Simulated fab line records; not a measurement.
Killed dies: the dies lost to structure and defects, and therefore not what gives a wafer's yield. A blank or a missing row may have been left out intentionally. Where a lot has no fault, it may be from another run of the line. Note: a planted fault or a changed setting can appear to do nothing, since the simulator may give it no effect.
The tool behind it: which one?	flow gf180mcu	6 lots, 18 wafers sampled, at 3 steps of a route of 602

## WHAT EACH GAUGE READ, for each wafer
GF_SALICIDE_RS_MEAS_04: the measuring method here is four-point-probe.
lot	measured	on	SALICIDE_TIN_RS (ohm/sq)
L134	day 15 17:47	film_metro-03	16.6 16.9 17.1
L138	day 17 02:14	film_metro-03	27.2 26.0 26.5
L142	day 18 18:36	film_metro-03	16.8 16.9 16.5
L151	day 21 21:05	film_metro-01	16.2 15.9 15.8
L153	day 22 20:15	film_metro-02	15.7 16.6 16.4
L155	day 23 06:58	film_metro-02	16.8 17.2 16.4

## WHICH TOOL RAN EACH LOT (tool, then ch and the chambers of the sampled wafers, then the start)
lot	GF_SALICIDE_SPUTTER_02	GF_SALICIDE_SPUTTER_03
L134	pvd_sputter-02, day 15 17:44	pvd_sputter-02, day 15 17:46
L138	pvd_sputter-01, day 17 02:10	pvd_sputter-01, day 17 02:12
L142	pvd_sputter-02, day 18 18:32	pvd_sputter-02, day 18 18:33
L151	pvd_sputter-01, day 21 21:01	pvd_sputter-01, day 21 21:03
L153	pvd_sputter-01, day 22 20:11	pvd_sputter-01, day 22 20:13
L155	pvd_sputter-02, day 23 06:55	pvd_sputter-02, day 23 06:56
- GF_SALICIDE_SPUTTER_02: material Co, target thk 10 nm, time 20 s.
- GF_SALICIDE_SPUTTER_03: material TiN, target thk 20 nm, time 16.7 s.

## THE ANSWER, worked out from the rows above alone
Rule: the lots themselves supply what counts as usual. The widest of any qualifying gaps counts: lots, ordered by their means at a reading, are off when they make up no more than a third of the lots, leave a main group of 4 or more, and stand apart from it by 3 or more times the standard deviation of that group's means. Not used: any main group whose means are identical at the precision the tables above print for the reading. Also off: a lot with no number at a reading for which 4 or more lots have one. Where the step has rows for the other lots, those lots are counted as sound.
Off: L138, at GF_SALICIDE_RS_MEAS_04 (SALICIDE_TIN_RS). The main group: mean 16.5 ohm/sq, standard deviation 0.36.
If a tool, at a process step before that reading, ran all the lots that are off and no sound lot after the first of them, it fits. Gauges at GF_SALICIDE_RS_MEAS_04: tried the same way as those tools. Not one of the candidates tried fits.

## WHAT THE SIMULATOR PUT IN
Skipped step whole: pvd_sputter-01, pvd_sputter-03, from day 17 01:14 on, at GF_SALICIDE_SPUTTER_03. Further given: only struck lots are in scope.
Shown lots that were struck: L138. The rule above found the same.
